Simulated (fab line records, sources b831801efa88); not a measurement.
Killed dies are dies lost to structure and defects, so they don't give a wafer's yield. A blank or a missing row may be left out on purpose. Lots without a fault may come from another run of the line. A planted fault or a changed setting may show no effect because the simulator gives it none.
A struck lot beside a sound one | flow sfq_line | 13 steps out of a route of 325
Sound: wafers L640.1, L640.2, L640.3. Struck: wafers L658.1, L658.2, L658.6. The cause comes at the end.
At each step with rows: each side's tool, then ch and its chambers, then its first start. Under that, the readings that differ: sound wafers | struck wafers | difference of the means | sigmas: that difference in standard deviations of wafers without a fault.
alike: readings whose means differ by less than 2 such deviations, and words and numbers that are the same on both sides. not compared: withheld readings, readings that some wafer has no value for, bounds like >300 that may hide the same value, and numbers for which the record gives no deviation and whose values overlap.
The two part at a step that has a row with sigmas, a row that says differs or no value, or rows on one side only. Numbers that don't overlap but have no deviation are shown without sigmas and don't part them. A reading that every wafer of one side lacks parts them only if that side has two wafers or more.

SFQ_I2_OVL_MEAS_918:
  sound on overlay-02, day 39 05:57; struck on overlay-02, day 45 10:03
  alike: I2_OVL
SFQ_TRILAYER_I2_VIA_BARC_OPEN_VIA_ETCH_096: etches BARC in O2, target depth 125 nm, time 41.7 s.
  sound on rie_diel-02 ch 0,1,2, day 39 05:59; struck on rie_diel-02 ch 1,2, day 45 10:05
  alike: drypump_motor_current_A, oes_product_au, rf_fwd_power_W
  not compared: rf_hours_counter_h
SFQ_TRILAYER_I2_VIA_ETCH_VIA_ETCH_070: etches SiO2 in CHF3, stops on Nb, target depth 260 nm.
  sound on rie_diel-02 ch 0,1,2, day 39 06:02; struck on rie_diel-02 ch 1,2, day 45 10:08
  alike: drypump_motor_current_A, oes_product_au, rf_fwd_power_W
SFQ_TRILAYER_I2_VIA_STRIP_STRIP_071: strips in O2.
  sound on rie_metal-02 ch 0,1, day 39 06:08; struck on rie_metal-02 ch 0,1, day 45 10:14
  alike: drypump_motor_current_A, oes_product_au
  not compared: rf_hours_counter_h
then, 2 steps without rows for these wafers: SFQ_TRILAYER_I2_VIA_STRIP_SOLV_CLEAN_072 (cleans in NMP, time 600 s); SFQ_TRILAYER_M3_DEP_PRE_CLEAN_074 (time 22.5 s).
SFQ_TRILAYER_M3_DEP_SPUTTER_073: material Nb, target thk 200 nm, time 133.3 s.
  sound on pvd_sputter-06, day 39 06:56; struck on pvd_sputter-05, day 45 11:04
  alike: throttle_valve_pct
SFQ_M3_RS_MEAS_919: measures by four-point-probe.
  sound on film_metro-02, day 39 07:02; struck on film_metro-01, day 45 11:09
  alike: M3_NB_RS
then, 3 steps without rows for these wafers: SFQ_TRILAYER_M3_LITHO_COAT_080 (resist thk 62 nm); SFQ_TRILAYER_M3_LITHO_COAT_075 (resist thk 600 nm); SFQ_TRILAYER_M3_LITHO_SOFTBAKE_079.
-- the record jumps here: 6 days lie between the struck wafers' starts before and after --
SFQ_TRILAYER_M3_LITHO_EXPOSE_076: exposes mask M3, target cd 500 nm.
  sound on krf_scanner-02 ch 0, day 44 20:25; struck on krf_scanner-02, day 51 06:36
  no value came back on the struck wafers for exposure_dose_mJ_cm2, focus_offset_nm (nm), stage_vel_mm_s (mm/s); on the sound wafers exposure_dose_mJ_cm2 reads 14.385 14.397 14.385
  alike: mask
then, 1 step without rows for these wafers: SFQ_TRILAYER_M3_LITHO_PEB_078 (peb time 60 s).

WHERE THEY PART
Only at SFQ_TRILAYER_M3_LITHO_EXPOSE_076, within this record.

WHY: what the simulator had put in
Skipped step whole: krf_scanner-02, from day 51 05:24 on, at SFQ_TRILAYER_M3_LITHO_EXPOSE_076. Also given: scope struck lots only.
